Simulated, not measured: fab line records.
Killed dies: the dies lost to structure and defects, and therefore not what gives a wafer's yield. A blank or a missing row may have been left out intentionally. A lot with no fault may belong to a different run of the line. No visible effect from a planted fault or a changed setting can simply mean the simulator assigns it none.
Split-lot study ; flow gf180mcu ; 23 wafers read across 5 lots, on a route 602 steps long

SPLIT DETAILS
At GF_PSD_COAT_02 (resist thk 1000 nm), the setting resist_thk_nm was moved away from the recipe's 1000 nm on 4 of the 23 wafers read, by -5.1% to +1.5%. The other wafers ran this setting at the recipe's value.

The reading is taken at the split's own step.

THE READING
NOVOLAK_of_PSD_COAT_02.thk_nm (the simulator's own value, which no gauge read), in nm, at GF_PSD_COAT_02 (resist thk 1000 nm). There is no usual value for it anywhere in the file. The 19 wafers here that ran the recipe average 998.2 nm, standard deviation 3.8 nm.

wafer;tool, chamber at the split;resist_thk_nm as run, nm;against the recipe;NOVOLAK_of_PSD_COAT_02.thk_nm, nm;against lot-mates on the recipe
L074.2;litho_track-02, 0;1000;recipe;1000;-
L074.3;litho_track-02, 0;949;-5.1%;951.8;-49.9
L074.4;litho_track-02, 0;1000;recipe;1002;-
L074.5;litho_track-02, 0;949;-5.1%;947.7;-54.0
L074.6;litho_track-02, 0;1000;recipe;1003;-
L075.1;litho_track-01, 0;1000;recipe;998.9;-
L075.2;litho_track-01, 0;1000;recipe;999.1;-
L075.3;litho_track-01, 0;1000;recipe;1000;-
L075.4;litho_track-01, 0;1000;recipe;998.4;-
L075.5;litho_track-01, 0;1000;recipe;995.4;-
L076.2;litho_track-04, 0;1000;recipe;992.5;-
L076.5;litho_track-04, 0;1000;recipe;990.7;-
L076.6;litho_track-04, 0;1000;recipe;992.4;-
L080.1;litho_track-01, 0;1015;+1.5%;1017;+14.0
L080.2;litho_track-01, 0;1015;+1.5%;1018;+15.0
L080.3;litho_track-01, 0;1000;recipe;1001;-
L080.4;litho_track-01, 0;1000;recipe;1003;-
L080.5;litho_track-01, 0;1000;recipe;1005;-
L085.1;litho_track-02, 0;1000;recipe;994.6;-
L085.2;litho_track-02, 0;1000;recipe;998.1;-
L085.4;litho_track-02, 0;1000;recipe;996.7;-
L085.5;litho_track-02, 0;1000;recipe;996;-
L085.6;litho_track-02, 0;1000;recipe;999.4;-

FIT RESULTS
A straight line over all 23 wafers: NOVOLAK_of_PSD_COAT_02.thk_nm changes by +9.84 nm for each +1% of resist_thk_nm; r = +0.97; the points scatter about the line by 3.9 nm.
The same after taking each lot's own level away (the mean of its wafers on the recipe; 23 wafers): +10.1 nm for each +1%; r = +1.00; scatter 1.6 nm.
Per that fit: largest resist_thk_nm move, reading shift of 52 nm.
The span of the lots' own levels, 991.87 to 1003.00 nm, comes to 2.9 times the standard deviation stated above.
Hence the lot-to-lot level has little effect on the slope; both slopes agree.
Check: -53.4 nm against its lot-mates is what the line predicts for one of the wafers moved furthest among these (-5.1%) when that wafer is left out of the fit. It came out at -49.9 nm against them.

THE WHOLE CHAIN: every reading that the file lists as answering this split, in the file's order
step;what it does;reading;change (the file's fit);r (the file's)
GF_PSD_COAT_02;resist thk 1000 nm;NOVOLAK_of_PSD_COAT_02.thk_nm (the simulator's own value, which no gauge read);+10.1 nm for each +1% of the setting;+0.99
GF_PSD_STRIP_10;strips in O2/N2;strip_time_to_endpoint_s;withheld for each +1% of the setting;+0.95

THE FILE'S OWN FIT
NOVOLAK_of_PSD_COAT_02.thk_nm changes by +10.1 nm for each +1% of resist_thk_nm, r = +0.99.
